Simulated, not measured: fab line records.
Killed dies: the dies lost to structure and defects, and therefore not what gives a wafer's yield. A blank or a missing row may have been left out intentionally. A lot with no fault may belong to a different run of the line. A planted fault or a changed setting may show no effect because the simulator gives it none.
fab line records -- flow sky130
record: lots: 7, wafers: 21, lastDay: 50
route steps=708 shown NWELL@82 PWDE@84 VT_ADJUST_HVTP@85 VT_ADJUST_LVTN@97 PAD_OPEN@708
lots untouched by any fault: they come from a run of this same line in which no faults occurred
startH: hours from the record's opening day to when the first of the lot's shown wafers began -- waitH: hours since the lot's step before -- " identical to the entry in the row above -- L1.1+2: one row covering several wafers at once -- - no value, or no start was given -- * or withheld: withheld -- < > ~ a bound
route shown NAME@n: a module of which the file shows steps, and the number in the route of the first -- usual: mean and standard deviation over wafers with no fault -- same: alike in all rows -- chamber/n: place in a boat -- sites: readings site by site -- _std_site: how widely they spread, as a standard deviation -- _edge_site: mean of outer sites minus mean of inner sites -- radiusMm: for every site, how far away it sits from the centre of the wafer -- mask NAME#n: copy n -- behind: the most recent tool/chamber to have shaped the wafer -- hold: why the lot went on hold/how many hours it stayed there/how the hold came to an end -- device: the n, p or np transistor that did not switch -- end of line: tests of these same wafers at the route's end -- where a step has no rows: the recipe by itself -- killed: the dies lost at the first sort to structure and to defects; this is not the yield of the wafer -- map: a wafer's dies, marking killed ones x, the rest . and places with no die _
set.NAME: the run value of the setting; set.NAME@STEP: its run value at that earlier step -- model.NAME: the simulator's own value behind a step, which no gauge read
certain route steps with their lots: each step a table, each wafer a row
services: the hour from which a tool's chamber was out of use, counted from the record's first day as startH (under 0 if before that day), plus the number of hours and why
== steps ==
step: SKY_NWELL_RS_MEAS_29
recipe: thkMeasGauge: four-point-probe
usual: NWELL_RS: 625.6/1.5
lot.wafer,tool,chamber,startH,waitH,NWELL_RS[ohm/sq]
L382.3,filmMetro-01,-,144.20,0.1,623.7
L382.4,filmMetro-01,-,144.20,0.1,622.7
L382.5,filmMetro-01,-,144.20,0.1,624.8
L384.1,filmMetro-03,-,152.82,0.1,625.6
L384.4,filmMetro-03,-,152.82,0.1,623.5
L384.6,filmMetro-03,-,152.82,0.1,622.9
L389.1,filmMetro-03,-,170.72,0.1,625.6
L389.5,filmMetro-03,-,170.72,0.1,627.6
L389.6,filmMetro-03,-,170.72,0.1,626.2
L390.1,filmMetro-03,-,176.20,0.1,627.2
L390.3,filmMetro-03,-,176.20,0.1,629.0
L390.6,filmMetro-03,-,176.20,0.1,627.0
L391.1,filmMetro-01,-,182.20,0.1,625.4
L391.2,filmMetro-01,-,182.20,0.1,625.5
L391.3,filmMetro-01,-,182.20,0.1,624.5
L395.1,filmMetro-01,-,209.97,0.1,626.1
L395.3,filmMetro-01,-,209.97,0.1,625.7
L395.4,filmMetro-01,-,209.97,0.1,625.1
L398.1,filmMetro-03,-,231.96,0.1,626.6
L398.3,filmMetro-03,-,231.96,0.1,625.9
L398.5,filmMetro-03,-,231.96,0.1,627.0
step: SKY_NWELL_RS_MEAS_31
recipe: thkMeasGauge: four-point-probe
usual: PWDE_RS: 5281/20
lot.wafer,tool,chamber,startH,waitH,PWDE_RS[ohm/sq]
L382.3,filmMetro-01,-,144.44,0.1,5280
L382.4,filmMetro-01,-,144.44,0.1,5274
L382.5,filmMetro-01,-,144.44,0.1,5256
L384.1,filmMetro-03,-,153.06,0.1,5281
L384.4,filmMetro-03,-,153.06,0.1,5269
L384.6,filmMetro-03,-,153.06,0.1,5289
L389.1,filmMetro-03,-,170.96,0.1,5273
L389.5,filmMetro-03,-,170.96,0.1,5271
L389.6,filmMetro-03,-,170.96,0.1,5261
L390.1,filmMetro-03,-,176.44,0.1,5332
L390.3,filmMetro-03,-,176.44,0.1,5315
L390.6,filmMetro-03,-,176.44,0.1,5331
L391.1,filmMetro-01,-,182.44,0.1,5286
L391.2,filmMetro-01,-,182.44,0.1,5292
L391.3,filmMetro-01,-,182.44,0.1,5280
L395.1,filmMetro-01,-,210.21,0.1,5278
L395.3,filmMetro-01,-,210.21,0.1,5258
L395.4,filmMetro-01,-,210.21,0.1,5287
L398.1,filmMetro-03,-,232.20,0.1,5305
L398.3,filmMetro-03,-,232.20,0.1,5297
L398.5,filmMetro-03,-,232.20,0.1,5307
step: SKY_VT_ADJUST_HVTP_DEHYDRATE_00
recipe: tempC: 200, timeS: 60
step: SKY_VT_ADJUST_HVTP_HMDS_01
recipe: primeTimeS: 60, primeTempC: 120
step: SKY_VT_ADJUST_HVTP_COAT_02
recipe: resist: NOVOLAK, spinRpm: 3000, resistThkNm: 1140
step: SKY_VT_ADJUST_HVTP_SOFTBAKE_03
recipe: tempC: 90, timeS: 60, resist: NOVOLAK
step: SKY_VT_ADJUST_HVTP_EXPOSE_04
recipe: maskId: HVTPM, na: 0.6, sourceShape: conventional, sigmaOuter: 0.6, polarization: unpolarized, targetCdNm: 380, doseMj: 140
step: SKY_VT_ADJUST_HVTP_PEB_05
recipe: tempC: withheld, timeS: *, resist: NOVOLAK
step: SKY_VT_ADJUST_HVTP_DEVELOP_06
recipe: resist: NOVOLAK, developer: TMAH, developTimeS: 60, devTempC: 23
step: SKY_VT_ADJUST_HVTP_CD_MEAS_07
recipe: targetCdNm: 380
usual: cdNm: 378.6/2.7
lot.wafer,tool,chamber,startH,waitH,cdNm
L382.3,cdSem-01,-,162.52,0.1,378.8
L382.4,cdSem-01,-,162.52,0.1,378.9
L382.5,cdSem-01,-,162.52,0.1,376.5
L384.1,cdSem-02,-,169.78,0.1,376.5
L384.4,cdSem-02,-,169.78,0.1,378.5
L384.6,cdSem-02,-,169.78,0.1,380.8
L389.1,cdSem-02,-,192.38,0.1,379.3
L389.5,cdSem-02,-,192.38,0.1,381.3
L389.6,cdSem-02,-,192.38,0.1,377.2
L390.1,cdSem-01,-,198.33,0.1,379.1
L390.3,cdSem-01,-,198.33,0.1,381.5
L390.6,cdSem-01,-,198.33,0.1,381.5
L391.1,cdSem-01,-,203.03,0.1,380.0
L391.2,cdSem-01,-,203.03,0.1,382.1
L391.3,cdSem-01,-,203.03,0.1,379.0
L395.1,cdSem-02,-,232.57,0.1,372.6
L395.3,cdSem-02,-,232.57,0.1,377.4
L395.4,cdSem-02,-,232.57,0.1,377.0
L398.1,cdSem-01,-,255.07,0.1,379.8
L398.3,cdSem-01,-,255.07,0.1,380.3
L398.5,cdSem-01,-,255.07,0.1,380.2
step: SKY_VT_ADJUST_HVTP_OVL_MEAS_08
usual: VT_ADJUST_HVTP_OVL: 0.1/1.3
lot.wafer,tool,chamber,startH,waitH,VT_ADJUST_HVTP_OVL[nm]
L382.3,overlay-01,-,162.61,0.1,-0.9
L382.4,overlay-01,-,162.61,0.1,-0.3
L382.5,overlay-01,-,162.61,0.1,-0.4
L384.1,overlay-02,-,169.90,0.1,2.0
L384.4,overlay-02,-,169.90,0.1,2.0
L384.6,overlay-02,-,169.90,0.1,2.4
L389.1,overlay-01,-,192.50,0.1,0.9
L389.5,overlay-01,-,192.50,0.1,2.5
L389.6,overlay-01,-,192.50,0.1,0.8
L390.1,overlay-01,-,198.45,0.1,-1.0
L390.3,overlay-01,-,198.45,0.1,0.2
L390.6,overlay-01,-,198.45,0.1,0.8
L391.1,overlay-01,-,203.15,0.1,1.5
L391.2,overlay-01,-,203.15,0.1,-1.3
L391.3,overlay-01,-,203.15,0.1,-0.2
L395.1,overlay-02,-,232.69,0.1,1.4
L395.3,overlay-02,-,232.69,0.1,0.3
L395.4,overlay-02,-,232.69,0.1,1.2
L398.1,overlay-01,-,255.19,0.1,0.9
L398.3,overlay-01,-,255.19,0.1,0.1
L398.5,overlay-01,-,255.19,0.1,0.7
step: SKY_VT_ADJUST_HVTP_IMPLANT_09
recipe: species: As, energyKev: 150, doseCm2: 4.3e+12, tiltDeg: withheld
usual: beamEnergyKeV: 150.00/0.049
lot.wafer,tool,chamber,startH,waitH,beamEnergyKeV,model.implant.rpNm,model.implant.drpNm
L382.3,implanter-03,0,162.68,0.1,149.97,83.71,33.4
L382.4,implanter-03,0,162.68,0.1,149.96,83.71,33.4
L382.5,implanter-03,0,162.68,0.1,149.96,83.71,33.4
L384.1,implanter-01,0,169.93,0.0,150.00,82.08,33.4
L384.4,implanter-01,0,169.93,0.0,150.07,82.08,33.4
L384.6,implanter-01,0,169.93,0.0,150.02,82.08,33.4
L389.1,implanter-01,0,192.53,0.0,172.54,98.7,37.47
L389.5,implanter-01,0,192.53,0.0,172.44,98.7,37.47
L389.6,implanter-01,0,192.53,0.0,172.46,98.7,37.47
L390.1,implanter-01,0,198.48,0.0,172.53,94.96,37.47
L390.3,implanter-01,0,198.48,0.0,172.58,94.96,37.47
L390.6,implanter-01,0,198.48,0.0,172.58,94.96,37.47
L391.1,implanter-01,0,204.68,1.5,172.52,97.15,37.47
L391.2,implanter-01,0,204.68,1.5,172.53,97.15,37.47
L391.3,implanter-01,0,204.68,1.5,172.61,97.15,37.47
L395.1,implanter-03,0,233.41,0.7,149.96,84.63,33.4
L395.3,implanter-03,0,233.41,0.7,149.92,84.63,33.4
L395.4,implanter-03,0,233.41,0.7,149.99,84.63,33.4
L398.1,implanter-02,0,255.23,0.0,150.00,81.6,33.4
L398.3,implanter-02,0,255.23,0.0,150.00,81.6,33.4
L398.5,implanter-02,0,255.23,0.0,149.99,81.6,33.4
step: SKY_VT_ADJUST_HVTP_STRIP_10
recipe: chemistry: O2/N2, powerW: 1400, pressureMtorr: 1500, platenTempC: withheld, o2FlowSccm: 3000, n2FlowSccm: 300, overashFraction: 0.5
usual: drypumpMotorCurrentA: 5.77/0.23, oesProductAu: 0.716/0.0043, stripTimeToEndpointS: 14.20/0.04
lot.wafer,tool,chamber,startH,waitH,drypumpMotorCurrentA,oesProductAu,rfHoursCounterH,stripTimeToEndpointS
L382.3,plasmaAsher-03,0,162.81,0.1,6.14,0.721,-,14.27
L382.4,plasmaAsher-03,1,162.81,0.1,5.75,0.713,-,14.28
L382.5,plasmaAsher-03,1,162.81,0.1,5.75,0.715,-,14.29
L384.1,plasmaAsher-03,1,170.08,0.1,5.78,0.707,46,14.18
L384.4,plasmaAsher-03,0,170.08,0.1,6.17,0.712,-,14.21
L384.6,plasmaAsher-03,0,170.08,0.1,6.14,0.718,-,14.17
L389.1,plasmaAsher-01,1,192.68,0.1,5.34,0.718,8,14.14
L389.5,plasmaAsher-01,1,192.68,0.1,5.35,0.713,-,14.13
L389.6,plasmaAsher-01,0,192.68,0.1,5.96,0.716,-,14.16
L390.1,plasmaAsher-02,0,198.63,0.1,5.65,0.721,52,14.19
L390.3,plasmaAsher-02,0,198.63,0.1,5.65,0.713,-,14.20
L390.6,plasmaAsher-02,0,198.63,0.1,5.65,0.724,-,14.20
L391.1,plasmaAsher-02,1,204.83,0.1,5.67,0.712,52,14.18
L391.2,plasmaAsher-02,0,204.83,0.1,5.67,0.717,52,14.22
L391.3,plasmaAsher-02,0,204.83,0.1,5.67,0.710,-,14.19
L395.1,plasmaAsher-02,1,233.56,0.1,5.64,0.715,55,14.24
L395.3,plasmaAsher-02,0,233.56,0.1,5.68,0.716,-,14.21
L395.4,plasmaAsher-02,1,233.56,0.1,5.68,0.711,-,14.22
L398.1,plasmaAsher-02,1,255.38,0.1,5.68,0.719,57,14.21
L398.3,plasmaAsher-02,1,255.38,0.1,5.67,0.710,-,14.20
L398.5,plasmaAsher-02,1,255.38,0.1,5.67,0.715,-,14.19
step: SKY_VT_ADJUST_HVTP_TW_MEAS_11
usual: VT_ADJUST_HVTP_TW: 1353/8.5
lot.wafer,tool,chamber,startH,waitH,VT_ADJUST_HVTP_TW
L382.3,filmMetro-01,-,162.90,0.1,1357
L382.4,filmMetro-01,-,162.90,0.1,1353
L382.5,filmMetro-01,-,162.90,0.1,1349
L384.1,filmMetro-04,-,170.18,0.1,1370
L384.4,filmMetro-04,-,170.18,0.1,1368
L384.6,filmMetro-04,-,170.18,0.1,1364
L389.1,filmMetro-03,-,192.78,0.1,1395
L389.5,filmMetro-03,-,192.78,0.1,1403
L389.6,filmMetro-03,-,192.78,0.1,1400
L390.1,filmMetro-03,-,198.73,0.1,1404
L390.3,filmMetro-03,-,198.73,0.1,1397
L390.6,filmMetro-03,-,198.73,0.1,1401
L391.1,filmMetro-01,-,204.93,0.1,1402
L391.2,filmMetro-01,-,204.93,0.1,1406
L391.3,filmMetro-01,-,204.93,0.1,1400
L395.1,filmMetro-03,-,233.66,0.1,1341
L395.3,filmMetro-03,-,233.66,0.1,1351
L395.4,filmMetro-03,-,233.66,0.1,1344
L398.1,filmMetro-03,-,255.48,0.1,1349
L398.3,filmMetro-03,-,255.48,0.1,1350
L398.5,filmMetro-03,-,255.48,0.1,1343
step: SKY_VT_ADJUST_LVTN_DEHYDRATE_00
recipe: tempC: 200, timeS: 60
step: SKY_PAD_OPEN_PROBE_99
usual: killed_at_M0_to_M3: 42/6.1, killed_at_M4_up: 3.3/1.7, killedAtContacts: 25/5.4, killedAtFrontEnd: 16/4.6, killedAtOther: 0.4/0.55, killedDies: 87/8.8, killedOpen: 47/7.1, killedShort: 40/5.8
same: grossDies: 492, killedAtBackSide: 0
lot.wafer,tool,chamber,startH,waitH,killed_at_M0_to_M3,killed_at_M4_up,killedAtContacts,killedAtFrontEnd,killedAtOther,killedDies,killedOpen,killedShort,model.etest.tipP.rsOhmSq,model.etest.pfet_01v8.rOnOhmUm,model.etest.pfet_01v8.driveUaUm,model.etest.pfet_01v8_mvt.driveUaUm,model.etest.pfet_01v8_hvt.driveUaUm,model.etest.sramPfetLatch.driveUaUm,model.etest.pfet_01v8_mvt.offLog10AUm,model.etest.pfet_01v8.offLog10AUm
L382.3,prober-02,-,1112.28,0.2,39,6,23,13,0,81,41,40,6824,2881,190.2,152.9,144.1,141.8,-10.76,-9.746
L382.4,prober-02,-,1112.33,0.2,37,2,22,20,0,81,49,32,6868,2859,193.4,153.6,145.5,144.3,-10.8,-9.705
L384.1,prober-02,-,1121.48,0.1,41,0,19,17,0,77,40,33,6913,2953,186.5,147.8,138.8,138.7,-11.29,-10.27
L384.4,prober-02,-,1121.63,0.2,40,3,21,21,0,85,39,46,6946,3010,182.4,146,136.3,138.8,-11.23,-10.25
L384.6,prober-02,-,1121.73,0.2,35,5,20,12,0,72,30,42,6932,2977,184.2,146.8,138,141.7,-11.23,-10.23
L389.1,prober-02,-,1138.85,0.2,37,2,21,10,0,70,34,36,6331,2659,220.3,176,162.8,165.2,-8.33,-8.225
L389.5,prober-02,-,1139.05,0.3,45,6,28,10,0,89,53,36,6308,2607,224.6,179.2,166.8,171.4,-8.212,-7.839
L389.6,prober-02,-,1139.10,0.4,42,3,31,13,0,89,40,49,6300,2661,217.8,174.7,162.1,160,-8.258,-8.036
L390.1,prober-01,-,1142.29,0.1,38,1,33,18,1,91,48,43,6410,2657,219.1,171.7,163.6,169.1,-8.859,-8.151
L390.3,prober-01,-,1142.39,0.2,41,6,30,4,0,81,49,32,6412,2785,204.8,165.5,152.5,153.9,-8.831,-8.473
L390.6,prober-01,-,1142.54,0.2,43,3,31,21,0,98,56,42,6411,2694,216.7,170.5,163.3,158.2,-8.952,-8.354
L391.1,prober-02,-,1149.86,0.1,45,2,14,11,0,72,33,39,6362,2590,223.6,178.2,165.8,168.1,-8.526,-8.248
L391.2,prober-02,-,1149.91,0.1,40,4,23,19,0,86,44,42,6364,2642,218.6,173.6,164,160.5,-8.76,-8.318
L391.3,prober-02,-,1149.96,0.2,42,5,28,11,1,87,49,38,6330,2638,220.3,175.2,164.6,161.9,-8.659,-8.126
L395.1,prober-02,-,1162.00,0.1,47,4,26,27,0,104,56,47,6911,2704,209.1,159.2,156.6,160.6,-10.47,-8.799
L395.3,prober-02,-,1162.10,0.2,43,2,26,17,0,88,36,51,6867,2834,194.6,153.8,145.6,142.8,-10.42,-9.626
L395.4,prober-02,-,1162.15,0.2,38,2,27,19,1,87,49,37,6960,2851,196.9,152.9,147.2,147.5,-10.48,-9.377
L398.1,prober-01,-,1188.45,0.1,45,4,28,19,0,96,53,43,6943,3072,178.9,142.4,132.1,131.5,-11.33,-10.58
L398.3,prober-01,-,1188.55,0.2,40,2,29,13,0,84,48,36,6952,2908,192,148.5,143.5,138.8,-10.94,-9.804
L398.5,prober-01,-,1188.65,0.2,38,6,26,9,1,80,40,40,6920,2909,192.4,148.4,143.5,145.5,-11.02,-9.758
killed by level:class
L382.3 VIA1:geometricParticle:open=10 VIA2:geometricParticle:open=9 CONTACT:geometricParticle:open=9 FIELD_ISO:geometricParticle:short=6 METAL4:geometricParticle:short=6 LI_CONTACT:geometricParticle:short=4 METAL2:geometricParticle:short=4 METAL3:geometricParticle:short=4
L382.4 VIA1:geometricParticle:open=12 POLY_GATE:geometricParticle:short=9 CONTACT:geometricParticle:open=8 VIA2:geometricParticle:open=8 LI_CONTACT:geometricParticle:open=6 LOCAL_INTERCONNECT:geometricParticle:short=6 VIA3:geometricParticle:open=6 POLY_GATE:geometricParticle:open=5
L384.1 VIA1:geometricParticle:open=7 LI_CONTACT:geometricParticle:open=6 VIA2:geometricParticle:open=6 VIA3:geometricParticle:open=6 CONTACT:geometricParticle:open=5 METAL1:geometricParticle:short=5 VIA2:geometricParticle:short=4 POLY_GATE:areaEtch=4
L384.4 METAL1:geometricParticle:short=9 LI_CONTACT:geometricParticle:open=8 CONTACT:geometricParticle:open=6 VIA3:geometricParticle:short=6 FIELD_ISO:geometricParticle:open=5 FIELD_ISO:geometricParticle:short=4 VIA1:geometricParticle:open=4 VIA1:geometricParticle:short=4
L384.6 METAL2:geometricParticle:short=8 METAL1:geometricParticle:short=6 CONTACT:geometricParticle:short=5 CONTACT:geometricParticle:open=5 VIA3:geometricParticle:open=5 FIELD_ISO:geometricParticle:short=4 LOCAL_INTERCONNECT:geometricParticle:short=4 VIA1:geometricParticle:short=4
L389.1 METAL2:geometricParticle:short=8 CONTACT:geometricParticle:open=8 VIA1:geometricParticle:open=7 VIA3:geometricParticle:open=6 LI_CONTACT:geometricParticle:open=5 LOCAL_INTERCONNECT:geometricParticle:short=4 METAL3:geometricParticle:short=4 FIELD_ISO:geometricParticle:short=3
L389.5 VIA1:geometricParticle:open=15 VIA1:geometricParticle:short=7 VIA3:geometricParticle:open=7 CONTACT:geometricParticle:open=7 LI_CONTACT:geometricParticle:open=6 LOCAL_INTERCONNECT:geometricParticle:short=6 CONTACT:geometricParticle:short=5 VIA2:geometricParticle:open=5
L389.6 VIA1:geometricParticle:open=13 CONTACT:geometricParticle:open=9 METAL2:geometricParticle:short=9 VIA1:geometricParticle:short=9 LI_CONTACT:geometricParticle:short=7 LI_CONTACT:geometricParticle:open=5 CONTACT:geometricParticle:short=5 POLY_GATE:geometricParticle:open=4
L390.1 CONTACT:geometricParticle:open=12 LI_CONTACT:geometricParticle:open=9 METAL2:geometricParticle:short=9 VIA1:geometricParticle:open=5 VIA1:geometricParticle:short=5 FIELD_ISO:geometricParticle:short=4 POLY_GATE:geometricParticle:open=4 POLY_GATE:geometricParticle:short=4
L390.3 VIA1:geometricParticle:open=11 LI_CONTACT:geometricParticle:open=9 VIA3:geometricParticle:open=7 LOCAL_INTERCONNECT:geometricParticle:short=6 CONTACT:geometricParticle:open=6 METAL1:geometricParticle:short=6 LI_CONTACT:geometricParticle:short=4 METAL2:geometricParticle:short=4
L390.6 LI_CONTACT:geometricParticle:open=12 CONTACT:geometricParticle:open=12 VIA1:geometricParticle:open=11 POLY_GATE:geometricParticle:short=7 POLY_GATE:geometricParticle:open=6 METAL2:geometricParticle:short=5 VIA3:geometricParticle:short=5 METAL1:geometricParticle:short=4
L391.1 METAL1:geometricParticle:short=8 METAL2:geometricParticle:short=8 CONTACT:geometricParticle:short=6 POLY_GATE:geometricParticle:open=5 CONTACT:geometricParticle:open=5 VIA2:geometricParticle:open=5 VIA1:geometricParticle:open=4 METAL2:geometricParticle:open=4
L391.2 CONTACT:geometricParticle:open=8 VIA2:geometricParticle:open=7 LOCAL_INTERCONNECT:geometricParticle:short=6 METAL2:geometricParticle:short=6 VIA1:geometricParticle:open=6 POLY_GATE:geometricParticle:open=5 METAL1:geometricParticle:short=5 FIELD_ISO:geometricParticle:open=4
L391.3 VIA3:geometricParticle:open=12 VIA1:geometricParticle:open=11 CONTACT:geometricParticle:open=7 LI_CONTACT:geometricParticle:short=6 LOCAL_INTERCONNECT:geometricParticle:short=6 FIELD_ISO:geometricParticle:short=5 CONTACT:geometricParticle:short=5 VIA2:geometricParticle:open=5
L395.1 CONTACT:geometricParticle:open=12 VIA1:geometricParticle:open=11 LI_CONTACT:geometricParticle:open=10 FIELD_ISO:geometricParticle:short=7 METAL1:geometricParticle:short=7 METAL2:geometricParticle:short=6 FIELD_ISO:geometricParticle:open=5 VIA2:geometricParticle:short=5
L395.3 METAL1:geometricParticle:short=11 CONTACT:geometricParticle:short=9 VIA1:geometricParticle:open=9 VIA1:geometricParticle:short=8 CONTACT:geometricParticle:open=7 LI_CONTACT:geometricParticle:short=5 METAL2:geometricParticle:short=5 FIELD_ISO:geometricParticle:short=4
L395.4 CONTACT:geometricParticle:open=10 VIA1:geometricParticle:open=10 POLY_GATE:geometricParticle:short=7 LI_CONTACT:geometricParticle:open=7 VIA3:geometricParticle:open=6 VIA2:geometricParticle:open=5 POLY_GATE:geometricParticle:open=4 LOCAL_INTERCONNECT:geometricParticle:short=4
L398.1 CONTACT:geometricParticle:open=9 VIA3:geometricParticle:open=9 VIA1:geometricParticle:open=8 LOCAL_INTERCONNECT:geometricParticle:short=7 METAL1:geometricParticle:short=6 POLY_GATE:geometricParticle:open=6 VIA2:geometricParticle:open=6 LI_CONTACT:geometricParticle:open=5
L398.3 CONTACT:geometricParticle:open=13 VIA1:geometricParticle:open=11 LI_CONTACT:geometricParticle:open=6 VIA3:geometricParticle:open=6 CONTACT:geometricParticle:short=5 METAL1:geometricParticle:short=5 VIA2:geometricParticle:open=4 LOCAL_INTERCONNECT:geometricParticle:short=3
L398.5 VIA1:geometricParticle:open=9 CONTACT:geometricParticle:open=8 VIA1:geometricParticle:short=8 VIA2:geometricParticle:open=8 LI_CONTACT:geometricParticle:open=5 CONTACT:geometricParticle:short=5 METAL4:geometricParticle:short=5 LOCAL_INTERCONNECT:geometricParticle:short=4
== services ==
tool,chamber,startH,hours,kind
implanter-03,-,155.03,1.8,repair
implanter-02,-,155.68,3.0,pm
plasmaAsher-02,-,157.39,2.8,pm
plasmaAsher-02,-,162.48,1.5,repair
plasmaAsher-02,-,171.59,9.2,repair
implanter-03,-,185.18,36.2,repair
implanter-02,-,192.57,25.5,pm
implanter-03,-,210.68,4.0,repair
implanter-03,-,211.01,3.3,repair
implanter-01,-,226.56,8.4,repair
implanter-02,-,229.01,5.2,pm
== key ==
firstSign: step: SKY_VT_ADJUST_HVTP_IMPLANT_09, reading: beamEnergyKeV, direction: up, sigmas: 99+, usual: *, struck: *
effect: step: SKY_VT_ADJUST_HVTP_TW_MEAS_11, reading: VT_ADJUST_HVTP_TW, direction: up, sigmas: 5.7, usual: 1353, struck: 1401
modelEffect: step: SKY_VT_ADJUST_HVTP_IMPLANT_09, value: implant.rpNm, without: 84.84, struck: 96.94
modelEffect: step: SKY_PAD_OPEN_PROBE_99, value: etest.tipP.rsOhmSq, without: 6807, struck: 6359
metAt SKY_VT_ADJUST_HVTP_IMPLANT_09
struckWafers L389.1,L389.5,L389.6,L390.1,L390.3,L390.6,L391.1,L391.2,L391.3
testerLeftOut L389,L390,L391
onsetBetween 169.93 192.53
fault: kind: processParameterDrift, tool: implanter-01, chamber: -, onsetH: 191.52, steps: SKY_VT_ADJUST_HVTP_IMPLANT_09, channel: energyKev, offset: *, shape: step, endH: 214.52, actsIn: *, stated: *
testerLeftOut: of these lots the tester's yield and bins aren't shown, on N5 and GAA mostly nor the transistor test; their killed dies are dies lost to structure and defects alone, not to doping, threshold or leakage, so they don't give the yield
